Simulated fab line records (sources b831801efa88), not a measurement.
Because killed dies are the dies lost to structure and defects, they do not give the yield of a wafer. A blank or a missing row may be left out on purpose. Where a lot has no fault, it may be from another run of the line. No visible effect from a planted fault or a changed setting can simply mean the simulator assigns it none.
2 desks, one fault | flow gf180mcu | only its own numbers are on each desk; what lay behind them is given at the end

== THE METROLOGY DESK ==
What the gauges read for every lot (on any tool): the sampled wafers with a number, averaged. A lot is out of limits, marked OUT, if its mean lies more than 4 standard deviations from the usual mean; the brackets give that distance.
Columns: A = DNWELL_TW at GF_DNWELL_TW_MEAS_09, usual 1357; B = M1_OVL at GF_M1_OVL_MEAS_15, usual 0 nm
lot  | first seen here | A              | B
L308 | day 2 19:41     | 1347           | 4
L309 | day 3 00:41     | 1375           | 9
L310 | day 3 05:14     | 1366           | 1
L314 | day 4 01:58     | 1366           | -4
L315 | day 4 07:44     | 1363           | 7
L317 | day 4 22:13     | 1365           | 8
L318 | day 5 07:32     | 1356           | -1
L324 | day 6 09:22     | 1471 (+11) OUT | -7
L325 | day 6 15:58     | 1470 (+11) OUT | -4
L326 | day 6 18:36     | 1459 (+10) OUT | 6
L327 | day 7 00:08     | 1361           | -11
L328 | day 7 05:17     | 1347           | 1
L329 | day 7 17:16     | 1357           | -3
This desk reports L324, L325, L326 out of limits; the earliest was L324 at day 6 09:22 (DNWELL_TW at GF_DNWELL_TW_MEAS_09). Within limits: L308, L309, L310, L314, L315, L317, L318, L327, L328, L329.

== DESK OF THE TOOL OWNER: implanter-04 ==
For each lot that ran on this tool, the mean over its sampled wafers that have a number, from the tool's own readings at GF_DNWELL_IMPLANT_07. A lot is out of limits, marked OUT, if its mean lies more than 4 standard deviations from the usual mean; the brackets give that distance.
Columns: A = beam-on-s at GF_DNWELL_IMPLANT_07, usual 10.00 s; B = end-station-pressure-torr at GF_DNWELL_IMPLANT_07, usual 5.03e-06 Torr; C = faraday-current-uA at GF_DNWELL_IMPLANT_07, usual 56.4
lot  | first seen here | A               | B                          | C
L308 | day 2 19:26     | 9.79            | 5.41e-06                   | 57.6
L310 | day 3 04:59     | 9.85            | 5.08e-06                   | 57.0
L315 | day 4 07:31     | 10.17           | 4.99e-06                   | 55.4
L318 | day 5 07:17     | 9.96            | 4.99e-06                   | 56.6
L324 | day 6 09:08     | 12.55 (+12) OUT | 1.16e-04 (+99 or more) OUT | 45.4 (-9.2) OUT
L325 | day 6 15:43     | 12.72 (+12) OUT | 1.16e-04 (+99 or more) OUT | 44.9 (-9.6) OUT
L326 | day 6 18:23     | 12.66 (+12) OUT | 1.18e-04 (+99 or more) OUT | 45.0 (-9.5) OUT
This desk's finding: out of limits on L324, L325, L326; first on L324, day 6 09:08 (beam-on-s at GF_DNWELL_IMPLANT_07). Within limits: L308, L310, L315, L318.

== TAKEN TOGETHER ==
On L324, L325, L326, at day 6 09:08, an alarm was possible from the tool owner's desk.
On L324, L325, L326, the metrology desk was in a position to raise an alarm at day 6 09:22.
The lots listed all ran GF_DNWELL_IMPLANT_07 on implanter-04.

== WHAT THE SIMULATOR HAD INSERTED ==
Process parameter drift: implanter-04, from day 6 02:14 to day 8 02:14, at GF_DNWELL_IMPLANT_07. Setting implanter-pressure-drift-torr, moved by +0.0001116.
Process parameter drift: implanter-04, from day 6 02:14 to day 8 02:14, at GF_DNWELL_IMPLANT_07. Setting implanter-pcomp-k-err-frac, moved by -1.
Struck lots among those shown: L324, L325, L326.
Hours from the fault's start to each desk's first reading out of limits: the tool owner's desk, 7; the metrology desk, 7.
